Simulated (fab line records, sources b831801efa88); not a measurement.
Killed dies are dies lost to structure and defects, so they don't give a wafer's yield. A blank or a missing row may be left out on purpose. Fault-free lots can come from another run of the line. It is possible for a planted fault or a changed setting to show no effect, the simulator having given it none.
The tool behind it: which one?    flow gf180mcu    Sampling: 11 lots, 33 wafers, 5 of 602 route steps

== WHAT THE GAUGES READ, wafer by wafer ==
GF_CONTACT_CD_MEAS_14: target cd 220 nm. Usual: cdNm at 219.9 nm, with a standard deviation of 1.6.
lot   measured      on        cdNm (nm)          flag
L538  day 15 22:49  cdSem-01  220.2 221.9 221.3  
L539  day 16 16:44  cdSem-02  219.5 221.8 220.9  
L540  day 16 19:41  cdSem-02  217.9 218.9 220.3  
L542  day 17 16:35  cdSem-02  221.1 220.8 220.8  
L544  day 18 08:21  cdSem-01  221.8 220.9 221.8  
L545  day 19 00:20  cdSem-01  220.5 221.2 222.3  
L546  day 19 03:17  cdSem-02  221.6 223.0 221.0  
L547  day 19 12:26  cdSem-01  216.2 216.8 216.0  
L549  day 20 08:53  cdSem-02  218.3 217.2 219.0  
L552  day 21 10:44  cdSem-01  219.3              
L558  day 23 09:28  cdSem-02  220.0 220.2 219.9  

== WHICH TOOL RAN EACH LOT (tool, then ch and the chambers of the sampled wafers, then the start) ==
lot   GF_STI_ETCH_13                    GF_STI_ETCH_14                  GF_STI_STRIP_15                     GF_SALICIDE_SPUTTER_03
L538  rieDiel-03 ch 1,3, day 2 00:25    rieSi-02 ch 0,3, day 2 00:29    plasmaAsher-01 ch 0,1, day 2 00:36  pvdSputter-04, day 15 02:04
L539  rieDiel-03 ch 2,3, day 2 07:04    rieSi-01 ch 0,1,3, day 2 07:09  plasmaAsher-02 ch 0,1, day 2 07:15  pvdSputter-03, day 15 14:55
L540  rieDiel-04 ch 0,1,3, day 2 11:58  rieSi-01 ch 0,2,3, day 2 12:02  plasmaAsher-01 ch 0,1, day 2 12:07  pvdSputter-02, day 15 20:49
L542  rieDiel-04 ch 1,2,3, day 2 21:52  rieSi-02 ch 0,2,3, day 2 21:56  plasmaAsher-02 ch 0, day 2 22:01    pvdSputter-02, day 16 16:32
L544  rieDiel-04 ch 0,1,3, day 3 07:52  rieSi-01 ch 0,1,2, day 3 07:57  plasmaAsher-02 ch 0,1, day 3 08:01  pvdSputter-02, day 17 07:46
L545  rieDiel-02 ch 0,1, day 3 14:19    rieSi-02 ch 0,1, day 3 14:23    plasmaAsher-01 ch 0,1, day 3 14:28  pvdSputter-04, day 17 22:31
L546  rieDiel-02 ch 0,1, day 3 18:49    rieSi-01 ch 0,1,3, day 3 18:53  plasmaAsher-02 ch 0,1, day 3 18:58  pvdSputter-02, day 18 02:20
L547  rieDiel-04 ch 0,1, day 3 23:52    rieSi-01 ch 0,1, day 3 23:56    plasmaAsher-02 ch 0,1, day 4 00:01  pvdSputter-04, day 18 11:10
L549  rieDiel-04 ch 0,1,2, day 4 11:08  rieSi-02 ch 1,2, day 4 11:13    plasmaAsher-02 ch 0,1, day 4 11:19  pvdSputter-04, day 19 07:28
L552  rieDiel-02 ch 0,3, day 5 01:49    rieSi-01 ch 0,2, day 5 01:53    plasmaAsher-02 ch 0,1, day 5 01:58  pvdSputter-02, day 20 09:42
L558  rieDiel-03 ch 0,1, day 6 08:56    rieSi-01 ch 0,1,3, day 6 09:01  plasmaAsher-03 ch 0,1, day 6 09:05  pvdSputter-04, day 22 07:58
- GF_STI_ETCH_13: etches the open film in CHF3/O2, stops on Si, target depth 282.31 nm, time 112.9 s.
- GF_STI_ETCH_14: etches Si in HBr/Cl2/O2, target depth 360 nm, time 102.9 s.
- GF_STI_STRIP_15: strips in O2/N2.
- GF_SALICIDE_SPUTTER_03: material TiN, target thk 20 nm, time 16.7 s.

== AS READ BY THE TOOLS THEMSELVES (means over the sampled wafers that have a number; for cases with no such wafer, the mark the record gives instead) ==
GF_STI_ETCH_13. Usual: chf3FlowSccm 50.01 sccm, standard deviation 0.16; drypumpMotorCurrentA 5.9 A, standard deviation 0.42; oesProductAu 0.832 a.u., standard deviation 0.0064; runLengthS 141.1 s, standard deviation 0.43; throttleValvePct 8.811 %, standard deviation 0.0084.
lot   tool        chf3FlowSccm (sccm)  drypumpMotorCurrentA (A)  oesProductAu (a.u.)  runLengthS (s)  throttleValvePct (%)  flag
L538  rieDiel-03  50.02                5.8                       0.827                141.4           8.804                 
L539  rieDiel-03  49.91                5.8                       0.837                141.3           8.808                 
L540  rieDiel-04  49.87                5.8                       0.819                141.0           8.802                 
L542  rieDiel-04  49.96                5.6                       0.828                140.9           8.811                 
L544  rieDiel-04  49.99                5.8                       0.834                140.8           8.803                 
L545  rieDiel-02  50.15                6.0                       0.836                141.1           8.812                 
L546  rieDiel-02  50.05                6.0                       0.829                141.2           8.812                 
L547  rieDiel-04  50.16                5.4                       0.835                141.1           8.817                 
L549  rieDiel-04  50.03                5.6                       0.834                140.7           8.809                 
L552  rieDiel-02  49.95                6.2                       0.948                101.8           8.846                 OFF
L558  rieDiel-03  49.99                6.0                       0.832                141.1           8.810                 

GF_STI_ETCH_14. Usual: drypumpMotorCurrentA 5.7 A, standard deviation 0.35; mfcCl2Sccm 40.01 sccm, standard deviation 0.13; oesProductAu 0.999 a.u., standard deviation 0.0089; runLengthS 131.2 s, standard deviation 0.4; throttleValvePct 25.656 %, standard deviation 0.011.
lot   tool      drypumpMotorCurrentA (A)  mfcCl2Sccm (sccm)  oesProductAu (a.u.)  runLengthS (s)  throttleValvePct (%)  flag
L538  rieSi-02  5.8                       40.01              0.994                131.5           25.667                
L539  rieSi-01  5.5                       39.98              0.999                131.1           25.653                
L540  rieSi-01  5.9                       40.00              0.998                131.5           25.653                
L542  rieSi-02  5.7                       40.00              1.008                131.4           25.653                
L544  rieSi-01  5.7                       40.15              0.994                131.1           25.655                
L545  rieSi-02  5.6                       40.00              1.011                131.0           25.650                
L546  rieSi-01  5.5                       40.07              0.994                131.5           25.662                
L547  rieSi-01  5.3                       40.04              0.991                131.2           25.662                
L549  rieSi-02  5.6                       40.08              0.999                131.2           25.653                
L552  rieSi-01  5.9                       39.99              0.568                131.3           25.932                OFF
L558  rieSi-01  5.4                       40.02              0.994                131.2           25.665                

GF_STI_STRIP_15. Usual: drypumpMotorCurrentA 6.0 A, standard deviation 0.38; heaterPowerW 359 W, standard deviation 26; oesProductAu 0.383 a.u., standard deviation 0.0051; stripTimeToEndpointS 3.72 s, standard deviation 0.038.
lot   tool            drypumpMotorCurrentA (A)  heaterPowerW (W)  oesProductAu (a.u.)  stripTimeToEndpointS (s)  flag
L538  plasmaAsher-01  5.7                       364               0.386                3.78                      
L539  plasmaAsher-02  6.3                       332               0.386                3.76                      
L540  plasmaAsher-01  6.0                       378               0.382                3.71                      
L542  plasmaAsher-02  6.3                       332               0.383                3.69                      
L544  plasmaAsher-02  6.2                       337               0.378                3.67                      
L545  plasmaAsher-01  5.7                       361               0.386                3.71                      
L546  plasmaAsher-02  6.3                       329               0.380                3.73                      
L547  plasmaAsher-02  6.3                       337               0.384                3.73                      
L549  plasmaAsher-02  6.3                       335               0.379                3.67                      
L552  plasmaAsher-02  6.3                       339               0.422                4.59                      OFF
L558  plasmaAsher-03  5.7                       388               0.379                3.70                      

GF_SALICIDE_SPUTTER_03. Usual: throttleValvePct at 30.2 %, with a standard deviation of 0.96.
lot   tool           throttleValvePct (%)  flag
L538  pvdSputter-04  30.3                  
L539  pvdSputter-03  28.9                  
L540  pvdSputter-02  30.3                  
L542  pvdSputter-02  29.9                  
L544  pvdSputter-02  30.1                  
L545  pvdSputter-04  30.3                  
L546  pvdSputter-02  30.0                  
L547  pvdSputter-04  30.7                  
L549  pvdSputter-04  30.3                  
L552  pvdSputter-02  29.5                  
L558  pvdSputter-04  29.9                  

== THE ANSWER, worked out from the rows above alone ==
Rule: lot off if the mean of its wafers having a number is beyond 3 standard deviations from the usual mean. A lot without any number at a reading at which 4 lots or more have one is off too. Any other lot the step has rows for is counted as sound. The gauges are gone through in route order, then the tools' own readings, and for those a lot's mean is taken as printed above. At the first step where some lot is off, the reading lying furthest off is the one used; lots without a number count as furthest.
Off: L552, at GF_STI_ETCH_13 (runLengthS).
A tool fits if, at that step or a process step before it, it ran every lot that is off, and no sound lot after the first of them. One fits: GF_STI_ETCH_13 on rieDiel-02. A fault onset in the window from L546 (day 3 18:49, its last sound lot) to L552 (day 5 01:49, its first lot off) fits.
The tool's own readings at GF_STI_ETCH_13 bear it out: on the lots that are off they differ by more than 5 times the standard deviation of the sound lots' means. oesProductAu reads 0.948 a.u. there against 0.831 a.u. on the sound lots; runLengthS reads 101.8 s there against 141.1 s on the sound lots; throttleValvePct reads 8.846 % there against 8.809 % on the sound lots.

== WHAT THE SIMULATOR HAD PUT IN ==
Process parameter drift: rieDiel-02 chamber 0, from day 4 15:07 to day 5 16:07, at GF_STI_ETCH_13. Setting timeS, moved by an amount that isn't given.
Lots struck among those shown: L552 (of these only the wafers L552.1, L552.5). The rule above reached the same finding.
